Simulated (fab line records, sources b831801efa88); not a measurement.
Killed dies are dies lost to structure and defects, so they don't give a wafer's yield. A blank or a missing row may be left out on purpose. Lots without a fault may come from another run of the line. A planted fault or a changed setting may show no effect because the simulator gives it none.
Which tool did it? | flow sky130 | 12 lots, 36 wafers sampled, at 1 step of a route of 708

WHAT THE GAUGES READ, wafer by wafer
SKY_LI_CONTACT_THK_MEAS_01.
lot  | measured     | on            | LI_CONTACT_HDPCVD_THK (nm)
L399 | day 27 20:55 | film_metro-04 | 930 943 936
L400 | day 28 03:17 | film_metro-04 | 931 936 914
L403 | day 29 08:22 | film_metro-04 | 932 935 934
L404 | day 30 00:38 | film_metro-01 | 930 921 927
L407 | day 30 18:41 | film_metro-01 | 925 932 936
L409 | day 30 23:59 | film_metro-01 | 925 927 911
L410 | day 31 09:47 | film_metro-02 | 928 919 931
L415 | day 34 07:46 | film_metro-04 | 932 939 929
L418 | day 34 11:02 | film_metro-01 | 925 926 921
L419 | day 34 12:16 | film_metro-01 | 924 921 939
L420 | day 34 18:14 | film_metro-04 | 934 950 952
L421 | day 34 23:11 | film_metro-02 | 944 944 937

WHICH TOOL RAN EACH LOT (tool, then ch and the chambers of the sampled wafers, then the start)
The record holds no process step before these readings.

WHAT THE TOOLS THEMSELVES READ (means of the sampled wafers that have a number; where no wafer has one, the mark that the record gives instead)
The record holds no such reading with a usual standard deviation.

THE ANSWER, worked out from the rows above alone
Rule: what is usual is taken from the lots themselves. Put in order of their means at a reading, lots are off if they are a third of the lots or fewer, leave a main group of 4 or more, and stand apart from it by a gap of 3 or more times the standard deviation of the main group's means; of several such gaps the widest counts. A main group whose means are all the same, to the digits that the tables above print for the reading, isn't used. A lot without any number at a reading at which 4 lots or more have one is off too. The other lots that the step has rows for count as sound. The gauges are gone through in route order, then the tools' own readings, and for those a lot's mean is taken as printed above. The first step at which some lot is off is used, and at that step the reading that is off furthest; a lot without a number counts as furthest.
No lot is off at any reading shown: from this, nothing can be told.

WHAT THE SIMULATOR HAD PUT IN
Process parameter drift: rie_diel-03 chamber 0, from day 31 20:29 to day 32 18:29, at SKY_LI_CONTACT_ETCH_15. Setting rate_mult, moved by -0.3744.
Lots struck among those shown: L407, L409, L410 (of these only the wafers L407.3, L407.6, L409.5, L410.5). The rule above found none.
